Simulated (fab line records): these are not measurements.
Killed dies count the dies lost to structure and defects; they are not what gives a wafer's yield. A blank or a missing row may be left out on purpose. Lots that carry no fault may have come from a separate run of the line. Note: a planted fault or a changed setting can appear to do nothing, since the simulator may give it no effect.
Which tool did it? || flow gf180mcu || 13 lots with 39 wafers sampled at 5 steps, on a route of 602 steps

== WHAT THE GAUGES READ, wafer by wafer ==
GF_MVSD_TW_MEAS_11. Usual: MVSD_TW 1575, standard deviation 8.2.
{"lot": "L388", "measured": "day 4 10:34", "on": "film metro-04", "MVSD_TW": "1581 1578 1578", "flag": ""}
{"lot": "L389", "measured": "day 4 16:26", "on": "film metro-02", "MVSD_TW": "1568 1575 1571", "flag": ""}
{"lot": "L390", "measured": "day 4 20:47", "on": "film metro-01", "MVSD_TW": "1561 1566 1568", "flag": ""}
{"lot": "L391", "measured": "day 5 02:53", "on": "film metro-04", "MVSD_TW": "1588 1578 1585", "flag": ""}
{"lot": "L392", "measured": "day 5 11:10", "on": "film metro-02", "MVSD_TW": "1587 1583 1589", "flag": ""}
{"lot": "L393", "measured": "day 5 15:01", "on": "film metro-01", "MVSD_TW": "1572 1575 1563", "flag": ""}
{"lot": "L394", "measured": "day 5 19:29", "on": "film metro-04", "MVSD_TW": "1580 1589 1578", "flag": ""}
{"lot": "L401", "measured": "day 7 23:13", "on": "film metro-02", "MVSD_TW": "1740 1750 1731 1739 1741 1747", "flag": "OFF"}
{"lot": "L402", "measured": "day 8 00:08", "on": "film metro-04", "MVSD_TW": "1754 1763 1764 1752 1758 1761", "flag": "OFF"}
{"lot": "L404", "measured": "day 8 09:35", "on": "film metro-01", "MVSD_TW": "1570 1567 1568", "flag": ""}
{"lot": "L406", "measured": "day 8 20:28", "on": "film metro-04", "MVSD_TW": "1586 1591 1585", "flag": ""}
{"lot": "L405", "measured": "day 8 21:07", "on": "film metro-04", "MVSD_TW": "1581 1576 1588", "flag": ""}
{"lot": "L408", "measured": "day 9 10:07", "on": "film metro-01", "MVSD_TW": "1572 1575 1565", "flag": ""}

GF_HV_LDD_TW_MEAS_38. Usual: HV_LDD_3_TW 1437, standard deviation 7.8.
{"lot": "L388", "measured": "day 11 09:49", "on": "film metro-04", "HV_LDD_3_TW": "1433 1437 1443", "flag": ""}
{"lot": "L389", "measured": "day 11 18:17", "on": "film metro-01", "HV_LDD_3_TW": "1430 1418 1418", "flag": ""}
{"lot": "L390", "measured": "day 11 22:53", "on": "film metro-02", "HV_LDD_3_TW": "1425 1431 1433", "flag": ""}
{"lot": "L391", "measured": "day 12 07:17", "on": "film metro-04", "HV_LDD_3_TW": "1447 1443 1444", "flag": ""}
{"lot": "L392", "measured": "day 12 20:05", "on": "film metro-02", "HV_LDD_3_TW": "1440 1435 1442", "flag": ""}
{"lot": "L393", "measured": "day 13 00:17", "on": "film metro-04", "HV_LDD_3_TW": "1441 1426 1439", "flag": ""}
{"lot": "L394", "measured": "day 13 10:02", "on": "film metro-02", "HV_LDD_3_TW": "1438 1438 1444", "flag": ""}
{"lot": "L401", "measured": "day 16 02:41", "on": "film metro-04", "HV_LDD_3_TW": "1441 1436 1441", "flag": ""}
{"lot": "L402", "measured": "day 16 14:05", "on": "film metro-01", "HV_LDD_3_TW": "1436 1434 1431", "flag": ""}
{"lot": "L404", "measured": "day 16 19:18", "on": "film metro-01", "HV_LDD_3_TW": "1430 1430 1433", "flag": ""}
{"lot": "L406", "measured": "day 17 10:37", "on": "film metro-04", "HV_LDD_3_TW": "1436 1447 1444", "flag": ""}
{"lot": "L405", "measured": "day 17 12:17", "on": "film metro-02", "HV_LDD_3_TW": "1451 1439 1440", "flag": ""}
{"lot": "L408", "measured": "day 18 08:14", "on": "film metro-04", "HV_LDD_3_TW": "1442 1445 1443", "flag": ""}

GF_HV_LDD_CD_MEAS_46 targets a cd of 400 nm. Usual: cd nm at 399.7 nm, with a standard deviation of 2.1.
{"lot": "L388", "measured": "day 12 04:55", "on": "cd sem-02", "cd nm (nm)": "394.7 394.5 397.5", "flag": ""}
{"lot": "L389", "measured": "day 12 12:32", "on": "cd sem-02", "cd nm (nm)": "401.2 399.8 397.9", "flag": ""}
{"lot": "L390", "measured": "day 12 18:01", "on": "cd sem-01", "cd nm (nm)": "396.1 398.5 395.5", "flag": ""}
{"lot": "L391", "measured": "day 13 02:04", "on": "cd sem-01", "cd nm (nm)": "401.7 401.1 400.3", "flag": ""}
{"lot": "L392", "measured": "day 13 15:15", "on": "cd sem-02", "cd nm (nm)": "402.8 403.7 405.0", "flag": ""}
{"lot": "L393", "measured": "day 13 19:23", "on": "cd sem-01", "cd nm (nm)": "400.3 402.9 402.1", "flag": ""}
{"lot": "L394", "measured": "day 14 05:37", "on": "cd sem-02", "cd nm (nm)": "401.0 399.2 400.1", "flag": ""}
{"lot": "L401", "measured": "day 17 01:31", "on": "cd sem-01", "cd nm (nm)": "399.1 398.4 399.8", "flag": ""}
{"lot": "L402", "measured": "day 17 13:01", "on": "cd sem-01", "cd nm (nm)": "397.2 399.3 400.6", "flag": ""}
{"lot": "L404", "measured": "day 17 18:53", "on": "cd sem-02", "cd nm (nm)": "402.4 401.0 400.9", "flag": ""}
{"lot": "L406", "measured": "day 18 09:22", "on": "cd sem-01", "cd nm (nm)": "400.0 396.5 400.4", "flag": ""}
{"lot": "L405", "measured": "day 18 11:26", "on": "cd sem-02", "cd nm (nm)": "401.5 399.8 399.3", "flag": ""}
{"lot": "L408", "measured": "day 19 08:07", "on": "cd sem-02", "cd nm (nm)": "399.8 398.8 399.5", "flag": ""}

== WHAT TOOL EACH LOT RAN ON (gives the tool, then ch and the chambers of the sampled wafers, and finally the start) ==
{"lot": "L388", "GF_MVSD_IMPLANT_08": "implanter-01 ch 0, day 4 10:10", "GF_MVPSD_STRIP_10": "plasma asher-04 ch 0,1, day 4 23:55"}
{"lot": "L389", "GF_MVSD_IMPLANT_08": "implanter-04 ch 0, day 4 16:02", "GF_MVPSD_STRIP_10": "plasma asher-04 ch 0,1, day 5 05:34"}
{"lot": "L390", "GF_MVSD_IMPLANT_08": "implanter-04 ch 0, day 4 20:25", "GF_MVPSD_STRIP_10": "plasma asher-01 ch 0,1, day 5 09:34"}
{"lot": "L391", "GF_MVSD_IMPLANT_08": "implanter-02 ch 0, day 5 02:31", "GF_MVPSD_STRIP_10": "plasma asher-01 ch 0,1, day 5 16:55"}
{"lot": "L392", "GF_MVSD_IMPLANT_08": "implanter-02 ch 0, day 5 10:46", "GF_MVPSD_STRIP_10": "plasma asher-01 ch 0,1, day 6 01:29"}
{"lot": "L393", "GF_MVSD_IMPLANT_08": "implanter-01 ch 0, day 5 14:38", "GF_MVPSD_STRIP_10": "plasma asher-01 ch 0,1, day 6 05:43"}
{"lot": "L394", "GF_MVSD_IMPLANT_08": "implanter-01 ch 0, day 5 19:07", "GF_MVPSD_STRIP_10": "plasma asher-01 ch 0,1, day 6 10:22"}
{"lot": "L401", "GF_MVSD_IMPLANT_08": "implanter-02 ch 0, day 7 22:50", "GF_MVPSD_STRIP_10": "plasma asher-04 ch 0,1, day 8 15:36"}
{"lot": "L402", "GF_MVSD_IMPLANT_08": "implanter-02 ch 0, day 7 23:46", "GF_MVPSD_STRIP_10": "plasma asher-03 ch 0,1, day 8 17:10"}
{"lot": "L404", "GF_MVSD_IMPLANT_08": "implanter-04 ch 0, day 8 09:14", "GF_MVPSD_STRIP_10": "plasma asher-04 ch 0,1, day 9 01:56"}
{"lot": "L406", "GF_MVSD_IMPLANT_08": "implanter-04 ch 0, day 8 20:06", "GF_MVPSD_STRIP_10": "plasma asher-03 ch 0,1, day 9 13:31"}
{"lot": "L405", "GF_MVSD_IMPLANT_08": "implanter-01 ch 0, day 8 20:44", "GF_MVPSD_STRIP_10": "plasma asher-03 ch 0,1, day 9 14:26"}
{"lot": "L408", "GF_MVSD_IMPLANT_08": "implanter-04 ch 0, day 9 09:44", "GF_MVPSD_STRIP_10": "plasma asher-01 ch 0,1, day 10 03:38"}
- GF_MVSD_IMPLANT_08
- GF_MVPSD_STRIP_10: strips in O2/N2.

== WHAT THE TOOLS THEMSELVES READ (means of the sampled wafers that have a number; where no wafer has one, the mark that the record gives instead) ==
GF_MVSD_IMPLANT_08. Usual: dose ions cm2 1.6002e+13, standard deviation 1.8e+10; tilt deg 0.002 degrees, standard deviation 0.019.
{"lot": "L388", "tool": "implanter-01", "dose ions cm2": 1.6000e+13, "tilt deg (degrees)": -0.015, "flag": ""}
{"lot": "L389", "tool": "implanter-04", "dose ions cm2": 1.5988e+13, "tilt deg (degrees)": 0.017, "flag": ""}
{"lot": "L390", "tool": "implanter-04", "dose ions cm2": 1.6016e+13, "tilt deg (degrees)": 0.029, "flag": ""}
{"lot": "L391", "tool": "implanter-02", "dose ions cm2": 1.6000e+13, "tilt deg (degrees)": 0.017, "flag": ""}
{"lot": "L392", "tool": "implanter-02", "dose ions cm2": 1.5982e+13, "tilt deg (degrees)": 0.017, "flag": ""}
{"lot": "L393", "tool": "implanter-01", "dose ions cm2": 1.5996e+13, "tilt deg (degrees)": -0.002, "flag": ""}
{"lot": "L394", "tool": "implanter-01", "dose ions cm2": 1.6003e+13, "tilt deg (degrees)": 0.011, "flag": ""}
{"lot": "L401", "tool": "implanter-02", "dose ions cm2": 1.6005e+13, "tilt deg (degrees)": 10.859, "flag": "OFF"}
{"lot": "L402", "tool": "implanter-02", "dose ions cm2": 1.5989e+13, "tilt deg (degrees)": 10.905, "flag": "OFF"}
{"lot": "L404", "tool": "implanter-04", "dose ions cm2": 1.5987e+13, "tilt deg (degrees)": 0.001, "flag": ""}
{"lot": "L406", "tool": "implanter-04", "dose ions cm2": 1.6011e+13, "tilt deg (degrees)": -0.007, "flag": ""}
{"lot": "L405", "tool": "implanter-01", "dose ions cm2": 1.6005e+13, "tilt deg (degrees)": 0.032, "flag": ""}
{"lot": "L408", "tool": "implanter-04", "dose ions cm2": 1.6005e+13, "tilt deg (degrees)": -0.027, "flag": ""}

GF_MVPSD_STRIP_10. Usual: drypump motor current A 5.8 A, standard deviation 0.54; heater power w 343 W, standard deviation 36; oes product au 0.723 a.u., standard deviation 0.0045; platen temp c 249.98 C, standard deviation 0.18; strip time to endpoint s 36.97 s, standard deviation 0.12.
{"lot": "L388", "tool": "plasma asher-04", "drypump motor current A (A)": 5.4, "heater power w (W)": 303, "oes product au (a.u.)": 0.725, "platen temp c (C)": 250.25, "strip time to endpoint s (s)": 36.88, "flag": ""}
{"lot": "L389", "tool": "plasma asher-04", "drypump motor current A (A)": 5.1, "heater power w (W)": 292, "oes product au (a.u.)": 0.725, "platen temp c (C)": 250.01, "strip time to endpoint s (s)": 37.08, "flag": ""}
{"lot": "L390", "tool": "plasma asher-01", "drypump motor current A (A)": 6.2, "heater power w (W)": 380, "oes product au (a.u.)": 0.721, "platen temp c (C)": 249.98, "strip time to endpoint s (s)": 37.01, "flag": ""}
{"lot": "L391", "tool": "plasma asher-01", "drypump motor current A (A)": 5.9, "heater power w (W)": 373, "oes product au (a.u.)": 0.721, "platen temp c (C)": 250.11, "strip time to endpoint s (s)": 36.87, "flag": ""}
{"lot": "L392", "tool": "plasma asher-01", "drypump motor current A (A)": 6.1, "heater power w (W)": 383, "oes product au (a.u.)": 0.724, "platen temp c (C)": 249.90, "strip time to endpoint s (s)": 36.92, "flag": ""}
{"lot": "L393", "tool": "plasma asher-01", "drypump motor current A (A)": 6.1, "heater power w (W)": 378, "oes product au (a.u.)": 0.720, "platen temp c (C)": 250.04, "strip time to endpoint s (s)": 37.01, "flag": ""}
{"lot": "L394", "tool": "plasma asher-01", "drypump motor current A (A)": 6.2, "heater power w (W)": 383, "oes product au (a.u.)": 0.721, "platen temp c (C)": 250.03, "strip time to endpoint s (s)": 37.06, "flag": ""}
{"lot": "L401", "tool": "plasma asher-04", "drypump motor current A (A)": 5.4, "heater power w (W)": 301, "oes product au (a.u.)": 0.726, "platen temp c (C)": 249.93, "strip time to endpoint s (s)": 37.02, "flag": ""}
{"lot": "L402", "tool": "plasma asher-03", "drypump motor current A (A)": 6.2, "heater power w (W)": 330, "oes product au (a.u.)": 0.727, "platen temp c (C)": 250.03, "strip time to endpoint s (s)": 36.77, "flag": ""}
{"lot": "L404", "tool": "plasma asher-04", "drypump motor current A (A)": 5.1, "heater power w (W)": 292, "oes product au (a.u.)": 0.721, "platen temp c (C)": 249.74, "strip time to endpoint s (s)": 37.05, "flag": ""}
{"lot": "L406", "tool": "plasma asher-03", "drypump motor current A (A)": 6.2, "heater power w (W)": 343, "oes product au (a.u.)": 0.722, "platen temp c (C)": 249.95, "strip time to endpoint s (s)": 37.09, "flag": ""}
{"lot": "L405", "tool": "plasma asher-03", "drypump motor current A (A)": 6.2, "heater power w (W)": 335, "oes product au (a.u.)": 0.728, "platen temp c (C)": 250.14, "strip time to endpoint s (s)": 36.90, "flag": ""}
{"lot": "L408", "tool": "plasma asher-01", "drypump motor current A (A)": 6.2, "heater power w (W)": 377, "oes product au (a.u.)": 0.727, "platen temp c (C)": 250.02, "strip time to endpoint s (s)": 36.83, "flag": ""}

== THE ANSWER, worked out from the rows above alone ==
Rule: a lot counts as off when the mean over its wafers that have a number is more than 3 standard deviations away from the usual mean. Also off: a lot with no number at a reading for which 4 or more lots have one. The other lots that the step has rows for count as sound. First the gauges in route order, then the tools' own readings, where a lot's mean is used as printed above. At the first step where some lot is off, the reading lying furthest off is the one used; lots without a number count as furthest.
Off: L401, L402, at GF_MVSD_TW_MEAS_11 (MVSD_TW).
A tool fits if, at a process step before that reading, it ran every lot that is off, and no sound lot after the first of them. The gauges at GF_MVSD_TW_MEAS_11 aren't tried: what is off there is off at GF_MVSD_IMPLANT_08 too, on other tools, and a gauge's error can't cause that. One fits: GF_MVSD_IMPLANT_08 on implanter-02. A fault onset in the window from L392 (day 5 10:46, its last sound lot) to L401 (day 7 22:50, its first lot off) fits.
The tool's own readings at GF_MVSD_IMPLANT_08 bear it out: on the lots that are off they differ by more than 5 times the standard deviation of the sound lots' means. tilt deg reads 10.882 degrees there against 0.007 degrees on the sound lots.

== WHAT THE SIMULATOR PUT IN ==
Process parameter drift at GF_MVSD_IMPLANT_08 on implanter-02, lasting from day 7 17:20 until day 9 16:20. A move of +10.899 in setting tilt deg, from 0. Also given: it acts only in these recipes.
Struck lots among those shown: L401, L402. The rule above found the same.
